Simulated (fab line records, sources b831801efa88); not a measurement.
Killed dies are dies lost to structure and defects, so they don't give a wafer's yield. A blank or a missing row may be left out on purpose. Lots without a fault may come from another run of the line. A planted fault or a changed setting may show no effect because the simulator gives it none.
fab line records | flow sky130
record lots=13 wafers=38 last_day=50
route steps=708 shown VT_ADJUST_HVTP@96 VT_ADJUST_LVTN@104 VT_ADJUST_NCORE@128 VT_ADJUST_HVTR@141 PAD_OPEN@708
lots that met no fault: from a run of the same line without faults
start_h: hours from the record's first day to the start of the lot's first wafer shown | wait_h: hours since the lot's step before | " the same as in the row above | L1.1+2: a row that stands for several wafers | - no value, or no start given | * or withheld: withheld | < > ~ a bound
route shown NAME@n: a module of which the file shows steps, and the number in the route of the first | usual: mean/standard deviation of fault-free wafers | same: alike in all rows | chamber/n: place in a boat | sites: the reading at each site | _std_site: their standard deviation | _edge_site: outer sites' mean less inner sites' | radius_mm: how far each site lies from the wafer's centre | mask NAME#n: copy n | behind: the tool/chamber that last shaped the wafer | hold: why the lot was held/for how many hours/how that ended | device: the transistor (n, p or np) that didn't switch | end of line: the same wafers' tests at the end of the route | a step without rows: its recipe alone | killed: dies lost to structure and defects at the first sort, not the wafer's yield | map: a wafer's dies, x killed, . not, _ none there
set.NAME: the setting as run; set.NAME@STEP: as run at that earlier step | model.NAME: the simulator's own value behind a step, which no gauge read
steps of the route over a sample of lots; a table a step, a row a wafer
services: from which hour (start_h, from the record's first day; less than 0 if before it) a tool's chamber was out of use, for how many hours, and why
## steps
# step SKY_VT_ADJUST_HVTP_TW_MEAS_11
# usual VT_ADJUST_HVTP_TW=1358/18
# columns lot.wafer tool chamber start_h wait_h VT_ADJUST_HVTP_TW
L882.1 film_metro-04 - 121.41 0.1 1341
L882.4 " - " " 1336
L882.5 " - " " 1336
L884.1 film_metro-01 - 135.73 0.1 1369
L884.2 " - " " 1368
L884.6 " - " " 1373
L885.4 film_metro-01 - 142.76 0.1 1377
L885.5 " - " " 1383
L885.6 " - " " 1382
L887.1 film_metro-04 - 154.38 0.1 1344
L887.3 " - " " 1345
L887.6 " - " " 1345
L889.2 film_metro-02 - 168.04 0.1 1334
L889.5 " - " " 1332
L889.6 " - " " 1336
L890.1 film_metro-01 - 171.58 0.1 1370
L890.3 " - " " 1376
L890.5 " - " " 1379
L893.1 film_metro-01 - 191.31 0.1 1376
L893.4 " - " " 1375
L893.5 " - " " 1367
L895.2 film_metro-01 - 205.84 0.1 1377
L895.3 " - " " 1377
L895.6 " - " " 1382
L896.2 film_metro-04 - 210.37 0.1 1345
L896.3 " - " " 1342
L896.4 " - " " 1341
L898.4 film_metro-01 - 226.51 0.1 1372
L898.5 " - " " 1379
L898.6 " - " " 1366
L901.1 film_metro-01 - 240.56 0.1 1381
L901.2 " - " " 1381
L901.6 " - " " 1374
L902.1 film_metro-02 - 249.43 0.1 1341
L902.5 " - " " 1337
L905.2 film_metro-01 - 274.02 0.1 1370
L905.4 " - " " 1371
L905.5 " - " " 1370
# step SKY_VT_ADJUST_LVTN_OVL_MEAS_07
# usual VT_ADJUST_LVTN_OVL=2.0/1.4
# columns lot.wafer tool chamber start_h wait_h VT_ADJUST_LVTN_OVL[nm]
L882.1 overlay-01 - 140.42 - 0.5
L882.4 " - " " 1.4
L882.5 " - " " 1.3
L884.1 overlay-01 - 154.88 - 1.0
L884.2 " - " " 3.6
L884.6 " - " " 2.0
L885.4 overlay-01 - 161.69 - 0.2
L885.5 " - " " 3.0
L885.6 " - " " 1.3
L887.1 overlay-02 - 173.62 - 0.7
L887.3 " - " " 2.3
L887.6 " - " " 0.9
L889.2 overlay-01 - 188.29 - 2.3
L889.5 " - " " 1.8
L889.6 " - " " 2.3
L890.1 overlay-02 - 192.82 - 2.6
L890.3 " - " " 2.1
L890.5 " - " " 3.2
L893.1 overlay-02 - 212.87 - 2.5
L893.4 " - " " 0.3
L893.5 " - " " 1.1
L895.2 overlay-01 - 227.98 - 0.0
L895.3 " - " " 1.7
L895.6 " - " " -0.6
L896.2 overlay-01 - 232.18 - 2.2
L896.3 " - " " 3.7
L896.4 " - " " 3.4
L898.4 overlay-02 - 249.60 - 0.1
L898.5 " - " " 1.6
L898.6 " - " " 0.7
L901.1 overlay-01 - 264.42 - 2.1
L901.2 " - " " 3.0
L901.6 " - " " 2.9
L902.1 overlay-01 - 273.77 - 4.2
L902.5 " - " " 3.9
L905.2 overlay-01 - 299.54 - 1.7
L905.4 " - " " -0.2
L905.5 " - " " 0.9
# step SKY_VT_ADJUST_NCORE_IMPLANT_09
# recipe species=B energy_kev=10 dose_cm2=2.4e+12 tilt_deg=withheld
# usual beam_on_s=9.99/0.22 faraday_current_uA=13.54/0.3
# same implant_ion_amu=11
# columns lot.wafer tool chamber start_h wait_h beam_on_s faraday_current_uA
L882.1 implanter-04 0 180.48 0.0 10.08 13.43
L882.4 " 0 " " 10.44 12.97
L882.5 " 0 " " 10.01 13.45
L884.1 implanter-03 0 196.01 0.0 10.17 13.36
L884.2 " 0 " " 9.97 13.58
L884.6 " 0 " " 9.56 14.16
L885.4 implanter-04 0 204.37 0.1 10.29 13.12
L885.5 " 0 " " 10.24 13.17
L885.6 " 0 " " 9.86 13.71
L887.1 implanter-01 0 215.61 0.0 10.06 13.45
L887.3 " 0 " " 9.91 13.57
L887.6 " 0 " " 9.66 13.89
L889.2 implanter-03 0 232.35 0.0 10.14 13.39
L889.5 " 0 " " 9.88 13.60
L889.6 " 0 " " 9.82 13.80
L890.1 implanter-04 0 237.89 0.0 10.16 13.28
L890.3 " 0 " " 10.02 13.51
L890.5 " 0 " " 9.78 13.84
L893.1 implanter-01 0 259.58 0.0 9.62 14.07
L893.4 " 0 " " 9.97 13.56
L893.5 " 0 " " 9.43 14.31
L895.2 implanter-04 0 276.97 0.0 10.22 13.30
L895.3 " 0 " " 9.72 13.88
L895.6 " 0 " " 9.43 14.23
L896.2 implanter-04 0 281.54 0.0 9.55 14.13
L896.3 " 0 " " 10.15 13.38
L896.4 " 0 " " 9.90 13.66
L898.4 implanter-03 0 300.04 0.1 10.23 13.23
L898.5 " 0 " " 9.89 13.65
L898.6 " 0 " " 9.94 13.68
L901.1 implanter-04 0 316.08 0.0 11.15 12.14
L901.2 " 0 " " 11.24 12.10
L901.6 " 0 " " 11.34 11.97
L902.1 implanter-04 0 326.06 0.0 11.41 11.86
L902.5 " 0 " " 11.64 11.56
L905.2 implanter-01 0 353.19 0.0 10.24 13.14
L905.4 " 0 " " 9.80 13.73
L905.5 " 0 " " 9.93 13.68
# step SKY_VT_ADJUST_NCORE_TW_MEAS_11
# usual VT_ADJUST_NCORE_TW=220.0/2.4
# columns lot.wafer tool chamber start_h wait_h VT_ADJUST_NCORE_TW
L882.1 film_metro-03 - 180.73 0.1 218.4
L882.4 " - " " 217.7
L882.5 " - " " 219.8
L884.1 film_metro-01 - 196.26 0.1 222.3
L884.2 " - " " 223.5
L884.6 " - " " 222.6
L885.4 film_metro-01 - 204.57 0.1 222.2
L885.5 " - " " 222.4
L885.6 " - " " 222.2
L887.1 film_metro-03 - 215.86 0.1 220.5
L887.3 " - " " 219.5
L887.6 " - " " 219.8
L889.2 film_metro-03 - 232.59 0.1 219.7
L889.5 " - " " 219.8
L889.6 " - " " 220.2
L890.1 film_metro-03 - 238.14 0.1 219.3
L890.3 " - " " 220.5
L890.5 " - " " 219.3
L893.1 film_metro-01 - 259.83 0.1 222.9
L893.4 " - " " 223.0
L893.5 " - " " 223.5
L895.2 film_metro-04 - 277.20 0.1 216.7
L895.3 " - " " 216.5
L895.6 " - " " 217.0
L896.2 film_metro-01 - 281.77 0.1 221.1
L896.3 " - " " 222.6
L896.4 " - " " 220.8
L898.4 film_metro-01 - 300.24 0.1 222.5
L898.5 " - " " 224.1
L898.6 " - " " 223.4
L901.1 film_metro-03 - 316.33 0.1 227.5
L901.2 " - " " 226.8
L901.6 " - " " 228.4
L902.1 film_metro-01 - 326.31 0.1 230.2
L902.5 " - " " 230.3
L905.2 film_metro-03 - 353.42 0.1 220.7
L905.4 " - " " 218.4
L905.5 " - " " 219.8
# step SKY_VT_ADJUST_HVTR_STRIP_10
# recipe chemistry=O2/N2 power_w=1400 pressure_mtorr=1500 platen_temp_c=withheld o2_flow_sccm=3000 n2_flow_sccm=300 overash_fraction=0.5
# usual drypump_motor_current_A=5.8/0.42 oes_product_au=0.716/0.0043 strip_time_to_endpoint_s=14.17/0.041
# same overash_fraction=0.5
# columns lot.wafer tool chamber start_h wait_h drypump_motor_current_A oes_product_au rf_hours_counter_h strip_time_to_endpoint_s
L882.1 plasma_asher-03 0 202.54 0.1 5.6 0.711 50 14.13
L882.4 " 1 " " 5.7 0.724 - 14.14
L882.5 " 1 " " 5.8 0.712 - 14.14
L884.1 plasma_asher-03 0 217.81 0.1 5.6 0.719 51 14.11
L884.2 " 1 " " 5.8 0.720 51 14.08
L884.6 " 0 " " 5.6 0.713 - 14.07
L885.4 plasma_asher-01 0 227.27 0.1 6.5 0.710 - 14.14
L885.5 " 0 " " 6.5 0.714 - 14.10
L885.6 " 1 " " 6.6 0.714 - 14.13
L887.1 plasma_asher-03 0 239.28 0.1 5.6 0.716 53 14.14
L887.3 " 1 " " 5.7 0.720 - 14.16
L887.6 " 0 " " 5.6 0.717 - 14.17
L889.2 plasma_asher-03 0 256.66 0.1 5.6 0.715 55 14.15
L889.5 " 1 " " 5.7 0.709 - 14.16
L889.6 " 0 " " 5.6 0.714 - 14.18
L890.1 plasma_asher-03 1 262.61 0.1 5.7 0.708 56 14.16
L890.3 " 1 " " 5.8 0.721 - 14.16
L890.5 " 1 " " 5.7 0.715 - 14.15
L893.1 plasma_asher-03 0 285.78 0.1 5.6 0.721 58 14.16
L893.4 " 1 " " 5.8 0.711 - 14.14
L893.5 " 0 " " 5.6 0.719 - 14.15
L895.2 plasma_asher-03 0 302.69 0.1 5.6 0.716 60 14.15
L895.3 " 0 " " 5.6 0.712 - 14.10
L895.6 " 1 " " 5.7 0.712 - 14.16
L896.2 plasma_asher-03 1 307.71 0.1 5.7 0.715 60 14.23
L896.3 " 0 " " 5.6 0.716 - 14.19
L896.4 " 1 " " 5.8 0.717 - 14.25
L898.4 plasma_asher-04 1 326.75 0.1 5.2 0.715 - 14.18
L898.5 " 1 " " 5.2 0.717 - 14.21
L898.6 " 0 " " 5.6 0.723 - 14.16
L901.1 plasma_asher-03 0 342.24 0.1 5.6 0.716 64 14.16
L901.2 " 1 " " 5.7 0.715 64 14.12
L901.6 " 0 " " 5.6 0.713 - 14.12
L902.1 plasma_asher-03 0 353.18 0.1 5.6 0.710 65 14.14
L902.5 " 0 " " 5.6 0.718 - 14.17
L905.2 plasma_asher-03 0 382.01 0.1 5.6 0.715 68 14.15
L905.4 " 1 " " 5.8 0.711 - 14.16
L905.5 " 0 " " 5.6 0.715 - 14.16
# step SKY_PAD_OPEN_PROBE_99
# usual killed_at_M0_to_M3=45/6.8 killed_at_M4_up=3.2/1.6 killed_at_contacts=24/5.1 killed_at_front_end=14/4.4 killed_at_other=0.4/0.65 killed_dies=87/8.8 killed_open=47/7.2 killed_short=39/6.1
# same gross_dies=492 killed_at_back_side=0
# columns lot.wafer tool chamber start_h wait_h killed_at_M0_to_M3 killed_at_M4_up killed_at_contacts killed_at_front_end killed_at_other killed_dies killed_open killed_short
L884.1 prober-02 - 1092.89 0.1 39 6 19 20 2 86 45 40
L884.2 prober-02 - 1092.94 0.1 39 4 21 22 0 86 48 37
L884.6 prober-02 - 1093.14 0.2 46 3 27 11 1 88 52 36
L890.1 prober-02 - 1123.74 0.1 44 1 14 19 0 78 45 33
L890.3 prober-02 - 1123.84 0.2 25 6 24 11 0 66 31 34
L890.5 prober-02 - 1123.94 0.2 38 5 28 15 0 86 43 43
L893.1 prober-02 - 1144.91 0.1 53 3 23 14 1 94 47 45
L893.4 prober-02 - 1145.06 0.2 58 1 26 15 0 100 59 41
L893.5 prober-02 - 1145.11 0.2 50 7 23 14 1 95 56 38
L895.2 prober-01 - 1150.88 0.1 51 4 12 21 1 89 47 42
L895.3 prober-01 - 1150.93 0.2 38 2 26 7 1 74 39 34
L895.6 prober-01 - 1151.08 0.2 31 4 24 17 0 76 38 38
L896.2 prober-02 - 1153.63 0.1 38 3 27 12 0 80 34 46
L896.3 prober-02 - 1153.68 0.2 47 5 21 20 1 94 49 44
L896.4 prober-02 - 1153.73 0.2 54 1 17 15 0 87 41 46
L901.1 prober-01 - 1193.47 0.1 49 3 16 14 0 82 45 37
L901.2 prober-01 - 1193.52 0.1 51 2 24 18 0 95 58 37
L901.6 prober-01 - 1193.72 0.2 44 2 28 17 0 91 44 47
# killed by level:class
L884.1 FIELD_ISO:geometric_particle:open=10 VIA1:geometric_particle:open=10 CONTACT:geometric_particle:open=9 VIA2:geometric_particle:open=6 METAL4:geometric_particle:short=6 METAL1:geometric_particle:short=5 FIELD_ISO:geometric_particle:short=4 POLY_GATE:geometric_particle:short=4
L884.2 LI_CONTACT:geometric_particle:open=10 VIA1:geometric_particle:open=7 POLY_GATE:geometric_particle:open=6 METAL2:geometric_particle:short=6 VIA2:geometric_particle:open=6 POLY_GATE:geometric_particle:short=5 FIELD_ISO:geometric_particle:short=4 CONTACT:geometric_particle:open=4
L884.6 LI_CONTACT:geometric_particle:open=10 CONTACT:geometric_particle:open=10 VIA1:geometric_particle:open=9 METAL1:geometric_particle:short=8 VIA2:geometric_particle:open=6 VIA3:geometric_particle:open=6 POLY_GATE:geometric_particle:open=5 VIA3:geometric_particle:short=5
L890.1 VIA1:geometric_particle:open=11 POLY_GATE:geometric_particle:open=7 METAL2:geometric_particle:short=7 VIA2:geometric_particle:open=7 VIA3:geometric_particle:open=5 POLY_GATE:geometric_particle:short=4 LI_CONTACT:geometric_particle:open=4 CONTACT:geometric_particle:open=4
L890.3 CONTACT:geometric_particle:open=8 LI_CONTACT:geometric_particle:open=6 METAL2:geometric_particle:short=6 VIA1:geometric_particle:open=5 LOCAL_INTERCONNECT:geometric_particle:short=4 CONTACT:geometric_particle:short=4 METAL4:geometric_particle:short=4 FIELD_ISO:geometric_particle:short=3
L890.5 CONTACT:geometric_particle:short=9 CONTACT:geometric_particle:open=8 VIA1:geometric_particle:open=7 LI_CONTACT:geometric_particle:open=6 VIA3:geometric_particle:open=6 FIELD_ISO:geometric_particle:short=4 METAL3:geometric_particle:open=4 LOCAL_INTERCONNECT:geometric_particle:short=4
L893.1 VIA2:geometric_particle:open=11 VIA1:geometric_particle:open=9 CONTACT:geometric_particle:open=8 METAL1:geometric_particle:short=8 LOCAL_INTERCONNECT:geometric_particle:short=6 VIA3:geometric_particle:open=5 POLY_CUT:geometric_particle:short=4 CONTACT:geometric_particle:short=4
L893.4 CONTACT:geometric_particle:open=11 VIA2:geometric_particle:open=11 VIA1:geometric_particle:open=11 VIA3:geometric_particle:open=9 LI_CONTACT:geometric_particle:open=6 METAL2:geometric_particle:short=6 FIELD_ISO:geometric_particle:open=5 VIA2:geometric_particle:short=5
L893.5 VIA3:geometric_particle:open=11 VIA2:geometric_particle:open=9 CONTACT:geometric_particle:open=9 METAL2:geometric_particle:short=7 VIA1:geometric_particle:open=6 LI_CONTACT:geometric_particle:open=5 METAL2:geometric_particle:open=5 LI_CONTACT:geometric_particle:short=4
L895.2 VIA1:geometric_particle:open=13 VIA3:geometric_particle:open=11 POLY_GATE:geometric_particle:open=6 METAL1:geometric_particle:short=6 VIA2:geometric_particle:open=6 POLY_GATE:geometric_particle:short=5 LI_CONTACT:geometric_particle:short=5 VIA3:geometric_particle:short=5
L895.3 VIA3:geometric_particle:open=12 CONTACT:geometric_particle:open=7 METAL2:geometric_particle:short=7 LI_CONTACT:geometric_particle:open=6 CONTACT:geometric_particle:short=5 VIA2:geometric_particle:open=4 LI_CONTACT:geometric_particle:short=4 LOCAL_INTERCONNECT:geometric_particle:short=4
L895.6 CONTACT:geometric_particle:open=9 FIELD_ISO:geometric_particle:open=6 CONTACT:geometric_particle:short=6 VIA1:geometric_particle:open=6 VIA1:geometric_particle:short=6 FIELD_ISO:geometric_particle:short=5 LI_CONTACT:geometric_particle:open=5 METAL2:geometric_particle:short=4
L896.2 LI_CONTACT:geometric_particle:open=7 CONTACT:geometric_particle:open=7 METAL2:geometric_particle:short=6 VIA1:geometric_particle:short=5 VIA3:geometric_particle:short=5 VIA2:geometric_particle:short=5 FIELD_ISO:geometric_particle:short=4 POLY_GATE:geometric_particle:open=4
L896.3 CONTACT:geometric_particle:open=9 VIA1:geometric_particle:short=8 VIA3:geometric_particle:open=7 LI_CONTACT:geometric_particle:open=6 VIA1:geometric_particle:open=6 METAL2:geometric_particle:short=6 FIELD_ISO:geometric_particle:open=5 POLY_GATE:geometric_particle:short=5
L896.4 VIA1:geometric_particle:open=9 METAL2:geometric_particle:short=9 VIA1:geometric_particle:short=8 CONTACT:geometric_particle:open=8 METAL1:geometric_particle:short=6 VIA3:geometric_particle:open=6 LI_CONTACT:geometric_particle:open=5 VIA2:geometric_particle:open=5
L901.1 VIA1:geometric_particle:open=12 VIA2:geometric_particle:open=9 METAL1:geometric_particle:short=7 CONTACT:geometric_particle:open=6 VIA3:geometric_particle:open=6 POLY_GATE:geometric_particle:short=5 POLY_GATE:geometric_particle:open=4 LI_CONTACT:geometric_particle:open=4
L901.2 VIA1:geometric_particle:open=13 CONTACT:geometric_particle:open=11 METAL2:geometric_particle:short=7 LI_CONTACT:geometric_particle:open=6 VIA3:geometric_particle:open=6 METAL1:geometric_particle:short=5 VIA2:geometric_particle:open=5 FIELD_ISO:geometric_particle:open=4
L901.6 VIA1:geometric_particle:open=12 CONTACT:geometric_particle:open=10 METAL1:geometric_particle:short=8 LOCAL_INTERCONNECT:geometric_particle:short=7 POLY_GATE:geometric_particle:short=6 VIA3:geometric_particle:open=6 FIELD_ISO:geometric_particle:short=5 LI_CONTACT:geometric_particle:open=4
## services
# columns tool chamber start_h hours kind
plasma_asher-01 - 190.71 1.3 repair
implanter-04 - 234.45 1.7 repair
plasma_asher-04 - 264.16 5.2 repair
implanter-01 - 289.80 2.5 pm
plasma_asher-01 - 314.88 2.8 pm
implanter-03 - 321.66 4.8 pm
plasma_asher-01 - 368.60 2.8 repair
implanter-01 - 378.02 17.4 repair
plasma_asher-04 - 379.93 0.5 repair
## key
first_sign step=SKY_VT_ADJUST_NCORE_IMPLANT_09 reading=beam_on_s direction=up sigmas=6.1 usual=9.99 struck=11.35
effect step=SKY_VT_ADJUST_NCORE_IMPLANT_09 reading=faraday_current_uA direction=down sigmas=5.4 usual=13.54 struck=11.93
effect step=SKY_VT_ADJUST_NCORE_TW_MEAS_11 reading=VT_ADJUST_NCORE_TW direction=up sigmas=3.7 usual=220.0 struck=228.7
met_at SKY_VT_ADJUST_NCORE_IMPLANT_09
struck_lots L901,L902
tester_left_out L901,L902
not_acting_at SKY_VT_ADJUST_HVTP_TW_MEAS_11,SKY_VT_ADJUST_LVTN_OVL_MEAS_07,SKY_VT_ADJUST_HVTR_STRIP_10
onset_between 281.54 316.08
fault kind=process_parameter_drift tool=implanter-04 chamber=- onset_h=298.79 steps=SKY_VT_ADJUST_NCORE_IMPLANT_09 channel=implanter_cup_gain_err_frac offset=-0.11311 shape=step end_h=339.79
# tester_left_out: of these lots the tester's yield and bins aren't shown, on N5 and GAA mostly nor the transistor test; their killed dies are dies lost to structure and defects alone, not to doping, threshold or leakage, so they don't give the yield
